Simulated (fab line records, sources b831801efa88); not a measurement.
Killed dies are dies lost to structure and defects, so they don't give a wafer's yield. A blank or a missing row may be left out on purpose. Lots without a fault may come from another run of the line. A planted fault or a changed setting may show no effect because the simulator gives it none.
Which tool did it? | flow gf180mcu | 12 lots, 36 wafers sampled, at 5 steps of a route of 602

WHAT THE GAUGES READ, wafer by wafer
GF_MIM_THK_MEAS_06. Usual: MIM_CVD_05_THK 42.2 nm, standard deviation 0.61.
lot  | measured     | on            | MIM_CVD_05_THK (nm) | flag
L462 | day 24 10:07 | film_metro-03 | 41.9 42.3 42.5      |
L464 | day 25 05:19 | film_metro-04 | 42.2 43.2 42.9      |
L466 | day 25 20:52 | film_metro-01 | 42.0 43.0 42.6      |
L467 | day 26 07:18 | film_metro-03 | 41.4 41.5 42.6      |
L468 | day 26 11:05 | film_metro-01 | 42.0 41.3 42.5      |
L469 | day 26 18:17 | film_metro-01 | 41.3 41.0 41.4      |
L475 | day 28 17:21 | film_metro-03 | 42.4 42.1 43.1      |
L476 | day 29 08:13 | film_metro-04 | 42.2 42.0 43.1      |
L479 | day 30 00:12 | film_metro-04 | 41.3 42.3 42.6      |
L482 | day 30 16:55 | film_metro-01 | 37.6 37.6 38.0      | OFF
L483 | day 30 21:24 | film_metro-04 | 41.6 42.7 42.3      |
L484 | day 31 08:30 | film_metro-03 | 37.6 37.3 37.7      | OFF

WHICH TOOL RAN EACH LOT (tool, then ch and the chambers of the sampled wafers, then the start)
lot  | GF_V4_SPUTTER_22             | GF_V4_CVD_23                  | GF_MIM_SPUTTER_01            | GF_MIM_CVD_05
L462 | pvd_sputter-01, day 24 09:13 | cvd_w-02 ch 0,1, day 24 09:17 | pvd_sputter-04, day 24 09:56 | pecvd-04 ch 0,1, day 24 10:04
L464 | pvd_sputter-01, day 25 04:25 | cvd_w-01 ch 0,1, day 25 04:30 | pvd_sputter-04, day 25 05:09 | pecvd-04 ch 0,1,2, day 25 05:16
L466 | pvd_sputter-04, day 25 19:58 | cvd_w-02 ch 0,1, day 25 20:02 | pvd_sputter-02, day 25 20:41 | pecvd-01 ch 0,1,2, day 25 20:49
L467 | pvd_sputter-04, day 26 06:24 | cvd_w-01 ch 0, day 26 06:26   | pvd_sputter-03, day 26 07:08 | pecvd-02 ch 0,2, day 26 07:15
L468 | pvd_sputter-01, day 26 10:06 | cvd_w-02 ch 0,1, day 26 10:08 | pvd_sputter-03, day 26 10:55 | pecvd-04 ch 0,1,2, day 26 11:02
L469 | pvd_sputter-02, day 26 17:23 | cvd_w-01 ch 0,1, day 26 17:26 | pvd_sputter-03, day 26 18:07 | pecvd-02 ch 1,2, day 26 18:14
L475 | pvd_sputter-01, day 28 16:28 | cvd_w-02 ch 0,1, day 28 16:30 | pvd_sputter-04, day 28 17:11 | pecvd-02 ch 0,2, day 28 17:19
L476 | pvd_sputter-04, day 29 07:19 | cvd_w-01 ch 0,1, day 29 07:21 | pvd_sputter-03, day 29 08:02 | pecvd-01 ch 0,1,2, day 29 08:10
L479 | pvd_sputter-04, day 29 23:19 | cvd_w-01 ch 0,1, day 29 23:21 | pvd_sputter-03, day 30 00:02 | pecvd-02 ch 0,1,2, day 30 00:10
L482 | pvd_sputter-02, day 30 15:42 | cvd_w-01 ch 0,1, day 30 15:44 | pvd_sputter-02, day 30 16:46 | pecvd-02 ch 1,2, day 30 16:53
L483 | pvd_sputter-04, day 30 20:31 | cvd_w-01 ch 0, day 30 20:33   | pvd_sputter-03, day 30 21:14 | pecvd-01 ch 0,2, day 30 21:22
L484 | pvd_sputter-02, day 31 07:37 | cvd_w-02 ch 0,1, day 31 07:39 | pvd_sputter-04, day 31 08:21 | pecvd-02 ch 0,1, day 31 08:28
- GF_V4_SPUTTER_22: material TiN, target thk 10 nm, time 40 s.
- GF_V4_CVD_23: deposits W, target thk 350 nm, time 104.9 s.
- GF_MIM_SPUTTER_01: material TiN, target thk 30 nm, time 25 s.
- GF_MIM_CVD_05: deposits Si3N4, target thk 42 nm, time 29.086 s.

WHAT THE TOOLS THEMSELVES READ (means of the sampled wafers that have a number; where no wafer has one, the mark that the record gives instead)
GF_V4_SPUTTER_22. Usual: throttle_valve_pct 30.1 %, standard deviation 0.86.
lot  | tool           | throttle_valve_pct (%) | flag
L462 | pvd_sputter-01 | 30.9                   |
L464 | pvd_sputter-01 | 30.5                   |
L466 | pvd_sputter-04 | 30.3                   |
L467 | pvd_sputter-04 | 30.2                   |
L468 | pvd_sputter-01 | 30.2                   |
L469 | pvd_sputter-02 | 29.7                   |
L475 | pvd_sputter-01 | 30.0                   |
L476 | pvd_sputter-04 | 30.1                   |
L479 | pvd_sputter-04 | 30.2                   |
L482 | pvd_sputter-02 | 29.9                   |
L483 | pvd_sputter-04 | 30.3                   |
L484 | pvd_sputter-02 | 30.1                   |

GF_V4_CVD_23. Usual: heater_power_w 842 W, standard deviation 71; run_length_s 133.0 s, standard deviation 0.45.
lot  | tool     | heater_power_w (W) | run_length_s (s) | flag
L462 | cvd_w-02 | 893                | 132.4            |
L464 | cvd_w-01 | 815                | 133.3            |
L466 | cvd_w-02 | 907                | 132.5            |
L467 | cvd_w-01 | 848                | 133.0            |
L468 | cvd_w-02 | 821                | 132.5            |
L469 | cvd_w-01 | 825                | 133.2            |
L475 | cvd_w-02 | 916                | 132.3            |
L476 | cvd_w-01 | 832                | 133.0            |
L479 | cvd_w-01 | 821                | 133.4            |
L482 | cvd_w-01 | 828                | 133.3            |
L483 | cvd_w-01 | 843                | 133.2            |
L484 | cvd_w-02 | 828                | 132.4            |

GF_MIM_SPUTTER_01. Usual: throttle_valve_pct 30.1 %, standard deviation 0.68.
lot  | tool           | throttle_valve_pct (%) | flag
L462 | pvd_sputter-04 | 30.3                   |
L464 | pvd_sputter-04 | 30.0                   |
L466 | pvd_sputter-02 | 29.6                   |
L467 | pvd_sputter-03 | 29.7                   |
L468 | pvd_sputter-03 | 29.9                   |
L469 | pvd_sputter-03 | 30.1                   |
L475 | pvd_sputter-04 | 30.1                   |
L476 | pvd_sputter-03 | 29.4                   |
L479 | pvd_sputter-03 | 30.3                   |
L482 | pvd_sputter-02 | 29.8                   |
L483 | pvd_sputter-03 | 30.4                   |
L484 | pvd_sputter-04 | 30.4                   |

GF_MIM_CVD_05. Usual: heater_power_w 671 W, standard deviation 88; run_length_s 56.9 s, standard deviation 0.6; temp_max_c 400.04 C, standard deviation 0.22.
lot  | tool     | heater_power_w (W) | run_length_s (s) | temp_max_c (C) | flag
L462 | pecvd-04 | 703                | 56.9             | 399.75         |
L464 | pecvd-04 | 735                | 57.2             | 400.06         |
L466 | pecvd-01 | 547                | 56.8             | 400.06         |
L467 | pecvd-02 | 730                | 57.3             | 399.99         |
L468 | pecvd-04 | 712                | 57.0             | 399.95         |
L469 | pecvd-02 | 614                | 57.4             | 399.87         |
L475 | pecvd-02 | 692                | 57.0             | 400.11         |
L476 | pecvd-01 | 594                | 56.6             | 400.09         |
L479 | pecvd-02 | 723                | 57.3             | 400.06         |
L482 | pecvd-02 | 612                | 54.1             | 399.97         | OFF
L483 | pecvd-01 | 591                | 55.9             | 400.02         |
L484 | pecvd-02 | 705                | 53.9             | 400.05         | OFF

THE ANSWER, worked out from the rows above alone
Rule: a lot is off if the mean of its wafers that have a number lies more than 3 standard deviations from the usual mean. A lot without any number at a reading at which 4 lots or more have one is off too. The other lots that the step has rows for count as sound. The gauges are gone through in route order, then the tools' own readings, and for those a lot's mean is taken as printed above. The first step at which some lot is off is used, and at that step the reading that is off furthest; a lot without a number counts as furthest.
Off: L482, L484, at GF_MIM_THK_MEAS_06 (MIM_CVD_05_THK).
A tool fits if, at a process step before that reading, it ran every lot that is off, and no sound lot after the first of them. The gauges at GF_MIM_THK_MEAS_06 aren't tried: what is off there is off at GF_MIM_CVD_05 too, on other tools, and a gauge's error can't cause that. Can't be told from this: 2 tools fit, pvd_sputter-02 at GF_V4_SPUTTER_22, pecvd-02 at GF_MIM_CVD_05.

WHAT THE SIMULATOR HAD PUT IN
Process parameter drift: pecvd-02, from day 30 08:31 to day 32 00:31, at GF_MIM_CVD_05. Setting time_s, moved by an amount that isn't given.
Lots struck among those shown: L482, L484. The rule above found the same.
